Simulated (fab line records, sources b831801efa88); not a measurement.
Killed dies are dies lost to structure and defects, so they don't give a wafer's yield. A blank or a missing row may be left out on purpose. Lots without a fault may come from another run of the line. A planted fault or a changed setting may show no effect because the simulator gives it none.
fab line records | flow gf180mcu
record lots=13 wafers=39 last_day=34
route steps=602 shown NWELL@53 VT_IMPLANT@130 POLY_GATE@157
lots that met no fault: from a run of the same line without faults
start_h: hours from the record's first day to the start of the lot's first wafer shown | wait_h: hours since the lot's step before | " the same as in the row above | L1.1+2: a row that stands for several wafers | - no value, or no start given | * or withheld: withheld | < > ~ a bound
route shown NAME@n: a module of which the file shows steps, and the number in the route of the first | usual: mean/standard deviation of fault-free wafers | same: alike in all rows | chamber/n: place in a boat | sites: the reading at each site | _std_site: their standard deviation | _edge_site: outer sites' mean less inner sites' | radius_mm: how far each site lies from the wafer's centre | mask NAME#n: copy n | behind: the tool/chamber that last shaped the wafer | hold: why the lot was held/for how many hours/how that ended | device: the transistor (n, p or np) that didn't switch | end of line: the same wafers' tests at the end of the route | a step without rows: its recipe alone | killed: dies lost to structure and defects at the first sort, not the wafer's yield | map: a wafer's dies, x killed, . not, _ none there
set.NAME: the setting as run; set.NAME@STEP: as run at that earlier step | model.NAME: the simulator's own value behind a step, which no gauge read
steps of the route over a sample of lots; a table a step, a row a wafer
services: from which hour (start_h, from the record's first day; less than 0 if before it) a tool's chamber was out of use, for how many hours, and why
## steps
# step GF_NWELL_TW_MEAS_11
# usual NWELL_TW=1597/14
# columns lot.wafer tool chamber start_h wait_h NWELL_TW
L764.1 film_metro-04 - 54.87 0.1 1601
L764.3 " - " " 1602
L764.4 " - " " 1601
L765.4 film_metro-04 - 60.53 0.1 1595
L765.5 " - " " 1601
L765.6 " - " " 1603
L766.1 film_metro-03 - 67.65 0.1 1610
L766.3 " - " " 1609
L766.6 " - " " 1609
L767.1 film_metro-04 - 71.60 0.1 1600
L767.2 " - " " 1602
L767.4 " - " " 1598
L769.2 film_metro-04 - 83.61 0.1 1611
L769.4 " - " " 1614
L769.6 " - " " 1621
L770.1 film_metro-04 - 89.42 0.1 1622
L770.2 " - " " 1612
L770.5 " - " " 1605
L777.1 film_metro-01 - 126.30 0.1 1583
L777.4 " - " " 1580
L777.5 " - " " 1583
L780.1 film_metro-01 - 143.62 0.1 1580
L780.5 " - " " 1581
L780.6 " - " " 1582
L783.4 film_metro-04 - 158.03 0.1 1615
L783.5 " - " " 1616
L783.6 " - " " 1625
L784.1 film_metro-03 - 165.56 0.1 1614
L784.4 " - " " 1609
L784.6 " - " " 1609
L785.1 film_metro-01 - 171.85 0.1 1589
L785.2 " - " " 1585
L785.6 " - " " 1579
L786.2 film_metro-01 - 175.37 0.1 1583
L786.3 " - " " 1589
L786.4 " - " " 1586
L787.3 film_metro-01 - 180.92 0.1 1591
L787.4 " - " " 1574
L787.5 " - " " 1584
# step GF_VT_IMPLANT_OVL_MEAS_40
# usual VT_IMPLANT_03_OVL=-1.3/1.4
# columns lot.wafer tool chamber start_h wait_h VT_IMPLANT_03_OVL[nm]
L764.1 overlay-01 - 153.78 0.1 -0.1
L764.3 " - " " -0.9
L764.4 " - " " -0.4
L765.4 overlay-02 - 160.53 0.1 0.1
L765.5 " - " " 0.0
L765.6 " - " " 0.8
L766.1 overlay-02 - 170.11 0.1 -1.5
L766.3 " - " " -3.0
L766.6 " - " " -3.5
L767.1 overlay-01 - 174.58 0.1 -3.0
L767.2 " - " " -0.9
L767.4 " - " " -2.6
L769.2 overlay-01 - 189.97 0.1 -0.6
L769.4 " - " " -1.1
L769.6 " - " " -2.2
L770.1 overlay-02 - 198.18 0.1 -2.2
L770.2 " - " " -1.9
L770.5 " - " " -0.9
L777.1 overlay-02 - 244.91 0.1 -1.8
L777.4 " - " " -1.5
L777.5 " - " " -0.2
L780.1 overlay-02 - 265.11 0.1 2.0
L780.5 " - " " 1.3
L780.6 " - " " -0.1
L783.4 overlay-01 - 284.43 0.1 -2.9
L783.5 " - " " -3.7
L783.6 " - " " -3.6
L784.1 overlay-01 - 293.56 0.1 1.6
L784.4 " - " " 0.7
L784.6 " - " " -1.5
L785.1 overlay-01 - 300.16 0.1 -3.8
L785.2 " - " " -2.2
L785.6 " - " " -1.9
L786.2 overlay-02 - 304.78 0.1 -1.0
L786.3 " - " " -0.5
L786.4 " - " " -0.3
L787.3 overlay-02 - 311.39 0.1 -3.0
L787.4 " - " " -4.6
L787.5 " - " " -0.5
# step GF_VT_IMPLANT_RS_MEAS_47
# recipe thk_meas_gauge=four-point-probe
# usual NWELL_RS=487.9/1.3
# columns lot.wafer tool chamber start_h wait_h NWELL_RS[ohm/sq]
L764.1 film_metro-04 - 154.45 0.1 488.3
L764.3 " - " " 487.7
L764.4 " - " " 488.9
L765.4 film_metro-01 - 161.20 0.1 488.3
L765.5 " - " " 488.3
L765.6 " - " " 489.1
L766.1 film_metro-01 - 170.73 0.1 487.9
L766.3 " - " " 488.3
L766.6 " - " " 487.4
L767.1 film_metro-04 - 175.20 0.1 486.9
L767.2 " - " " 488.7
L767.4 " - " " 487.6
L769.2 film_metro-01 - 190.60 0.1 486.9
L769.4 " - " " 488.1
L769.6 " - " " 486.5
L770.1 film_metro-01 - 198.79 0.1 487.7
L770.2 " - " " 488.0
L770.5 " - " " 487.8
L777.1 film_metro-01 - 245.53 0.1 488.8
L777.4 " - " " 488.2
L777.5 " - " " 488.4
L780.1 film_metro-03 - 265.73 0.1 488.4
L780.5 " - " " 489.7
L780.6 " - " " 489.3
L783.4 film_metro-04 - 285.09 0.1 488.7
L783.5 " - " " 488.1
L783.6 " - " " 489.3
L784.1 film_metro-04 - 294.18 0.1 488.9
L784.4 " - " " 487.2
L784.6 " - " " 487.3
L785.1 film_metro-03 - 300.78 0.1 486.9
L785.2 " - " " 487.5
L785.6 " - " " 486.9
L786.2 film_metro-04 - 305.46 0.1 486.6
L786.3 " - " " 484.5
L786.4 " - " " 486.4
L787.3 film_metro-04 - 312.03 0.1 488.8
L787.4 " - " " 488.8
L787.5 " - " " 488.9
# step GF_POLY_GATE_CVD_00
# recipe material=poly-Si target_thk_nm=200 temp_c=620 time_s=1200 pressure_mtorr=200
# usual zone_power_bottom_pct=13.3/0.61
# columns lot.wafer tool chamber start_h wait_h zone_power_bottom_pct
L764.1 lpcvd-01 1 175.14 0.0 13.4
L764.3 " 1 " " 13.4
L764.4 " 1 " " 13.5
L765.4 lpcvd-01 1 181.49 0.0 13.3
L765.5 " 1 " " 13.3
L765.6 " 1 " " 13.4
L766.1 lpcvd-01 0 191.48 0.0 14.1
L766.3 " 0 " " 14.2
L766.6 " 0 " " 14.2
L767.1 lpcvd-02 1 197.93 0.7 12.5
L767.2 " 1 " " 12.4
L767.4 " 1 " " 12.5
L769.2 lpcvd-01 0 212.04 0.0 13.9
L769.4 " 0 " " 14.2
L769.6 " 0 " " 14.0
L770.1 lpcvd-01 1 220.37 0.0 13.4
L770.2 " 1 " " 13.4
L770.5 " 1 " " 13.4
L777.1 lpcvd-02 1 269.28 0.0 12.4
L777.4 " 1 " " 12.5
L777.5 " 1 " " 12.4
L780.1 lpcvd-01 1 291.32 0.0 13.3
L780.5 " 1 " " 13.5
L780.6 " 1 " " 13.3
L783.4 lpcvd-01 1 310.76 0.0 13.4
L783.5 " 1 " " 13.3
L783.6 " 1 " " 13.3
L784.1 lpcvd-02 0 319.20 0.0 13.5
L784.4 " 0 " " 13.7
L784.6 " 0 " " 13.7
L785.1 lpcvd-02 0 328.86 0.0 13.9
L785.2 " 0 " " 13.8
L785.6 " 0 " " 13.6
L786.2 lpcvd-02 1 337.01 0.0 12.7
L786.3 " 1 " " 12.6
L786.4 " 1 " " 12.5
L787.3 lpcvd-02 0 337.01 0.0 14.0
L787.4 " 0 " " 13.5
L787.5 " 0 " " 13.6
# step GF_POLY_GATE_THK_MEAS_01
# recipe reads=poly-Si_of_POLY_GATE_CVD_00
# usual POLY_GATE_CVD_00_THK=200.1/2.2
# columns lot.wafer tool chamber start_h wait_h POLY_GATE_CVD_00_THK[nm]
L764.1 film_metro-03 - 177.14 0.0 198.6
L764.3 " - " " 199.7
L764.4 " - " " 200.7
L765.4 film_metro-03 - 183.52 0.0 196.1
L765.5 " - " " 196.3
L765.6 " - " " 197.5
L766.1 film_metro-02 - 193.48 0.0 111.1
L766.3 " - " " 111.4
L766.6 " - " " 112.4
L767.1 film_metro-04 - 199.31 0.0 203.1
L767.2 " - " " 202.0
L767.4 " - " " 200.8
L769.2 film_metro-02 - 214.05 0.0 112.6
L769.4 " - " " 111.7
L769.6 " - " " 112.2
L770.1 film_metro-02 - 222.37 0.0 112.4
L770.2 " - " " 111.8
L770.5 " - " " 113.0
L777.1 film_metro-02 - 270.61 0.0 199.4
L777.4 " - " " 200.0
L777.5 " - " " 199.8
L780.1 film_metro-04 - 292.66 0.0 200.3
L780.5 " - " " 201.1
L780.6 " - " " 201.8
L783.4 film_metro-03 - 312.12 0.0 199.9
L783.5 " - " " 201.2
L783.6 " - " " 199.3
L784.1 film_metro-04 - 320.53 0.0 200.0
L784.4 " - " " 199.8
L784.6 " - " " 200.8
L785.1 film_metro-03 - 330.19 0.0 203.5
L785.2 " - " " 204.1
L785.6 " - " " 203.2
L786.2 film_metro-02 - 338.35 0.0 199.2
L786.3 " - " " 199.2
L786.4 " - " " 200.6
L787.3 film_metro-03 - 338.36 0.0 204.1
L787.4 " - " " 201.3
L787.5 " - " " 201.7
# step GF_POLY_GATE_ETCH_13
# recipe target=poly-Si target_depth_nm=198.5 stop_on=SiO2 over_etch_frac=0.403 chemistry=HBr/Cl2 icp_w=400 bias_w=100 pressure_mtorr=10 HBr_flow_sccm=150 Cl2_flow_sccm=50 time_s=69.6
# usual drypump_motor_current_A=5.9/0.39 oes_product_au=0.989/0.0066 throttle_valve_pct=33.686/0.0088
# columns lot.wafer tool chamber start_h wait_h drypump_motor_current_A oes_product_au rf_hours_counter_h throttle_valve_pct
L764.1 rie_si-02 2 193.94 - 5.8 0.982 67 33.699
L764.3 " 1 " " 5.4 0.995 123 33.691
L764.4 " 0 " " 5.5 0.992 1 33.687
L765.4 rie_si-02 0 200.72 - 5.5 0.987 1 33.684
L765.5 " 2 " " 5.8 0.977 - 33.683
L765.6 " 1 " " 5.4 0.985 - 33.694
L766.1 rie_si-01 2 210.68 - 6.3 0.675 79 33.686
L766.3 " 0 " " 6.4 0.680 27 33.670
L766.6 " 2 " " 6.3 0.679 - 33.694
L767.1 rie_si-02 0 216.77 - 5.5 0.996 1 33.690
L767.2 " 3 " " 6.3 0.999 86 33.691
L767.4 " 2 " " 5.8 0.991 - 33.677
L769.2 rie_si-01 1 232.43 - 5.8 0.691 4 33.689
L769.4 " 2 " " 6.3 0.682 - 33.665
L769.6 " 1 " " 5.8 0.684 - 33.670
L770.1 rie_si-01 0 241.53 - 6.5 0.683 27 33.694
L770.2 " 3 " " 6.1 0.679 1 33.698
L770.5 " 2 " " 6.3 0.690 - 33.685
L777.1 rie_si-02 1 290.02 - 5.4 0.998 1 33.686
L777.4 " 2 " " 5.8 0.979 68 33.689
L777.5 " 0 " " 5.5 0.992 - 33.689
L780.1 rie_si-02 3 312.58 - 6.4 0.995 87 33.688
L780.5 " 0 " " 5.5 0.997 - 33.680
L780.6 " 3 " " 6.4 0.996 - 33.688
L783.4 rie_si-01 0 332.71 - 6.4 0.988 - 33.674
L783.5 " 2 " " 6.3 0.998 - 33.674
L783.6 " 1 " " 5.8 0.992 - 33.684
L784.1 rie_si-02 0 341.08 - 5.5 0.984 3 33.694
L784.4 " 0 " " 5.5 0.990 - 33.696
L784.6 " 3 " " 6.4 0.990 - 33.676
L785.1 rie_si-02 3 350.27 - 6.4 0.993 87 33.690
L785.2 " 0 " " 5.5 0.995 3 33.684
L785.6 " 2 " " 5.8 0.982 - 33.689
L786.2 rie_si-01 0 360.23 - 6.5 0.990 28 33.681
L786.3 " 3 " " 6.1 0.989 2 33.668
L786.4 " 1 " " 5.8 0.982 5 33.688
L787.3 rie_si-02 2 360.58 - 5.8 0.994 69 33.683
L787.4 " 0 " " 5.5 0.982 3 33.681
L787.5 " 1 " " 5.3 0.992 - 33.677
## services
# columns tool chamber start_h hours kind
rie_si-02 - 171.80 0.4 repair
rie_si-02 1 203.69 - clean
rie_si-02 1 203.69 20.4 scheduled_down
rie_si-02 1 203.69 20.4 vent_cycle
rie_si-01 0 225.95 7.7 repair
rie_si-01 - 255.21 0.7 repair
rie_si-01 - 293.46 14.6 pm
rie_si-01 3 324.48 10.0 repair
rie_si-02 2 335.47 13.1 repair
lpcvd-01 - 353.86 14.6 pm
## key
first_sign step=GF_POLY_GATE_THK_MEAS_01 reading=POLY_GATE_CVD_00_THK direction=down sigmas=40 usual=200.1 struck=112.1
effect step=GF_POLY_GATE_ETCH_13 reading=oes_product_au direction=down sigmas=47 usual=0.989 struck=0.682
met_at GF_POLY_GATE_CVD_00
struck_lots L766,L769,L770
tester_left_out L766,L769,L770
not_acting_at GF_NWELL_TW_MEAS_11,GF_VT_IMPLANT_OVL_MEAS_40,GF_VT_IMPLANT_RS_MEAS_47
onset_between 181.49 191.48
fault kind=process_parameter_drift tool=lpcvd-01 chamber=- onset_h=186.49 steps=GF_POLY_GATE_CVD_00 channel=target_thk_nm offset=-87.239 shape=step end_h=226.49 acts_in=these_recipes_only stated=200
# tester_left_out: of these lots the tester's yield and bins aren't shown, on N5 and GAA mostly nor the transistor test; their killed dies are dies lost to structure and defects alone, not to doping, threshold or leakage, so they don't give the yield
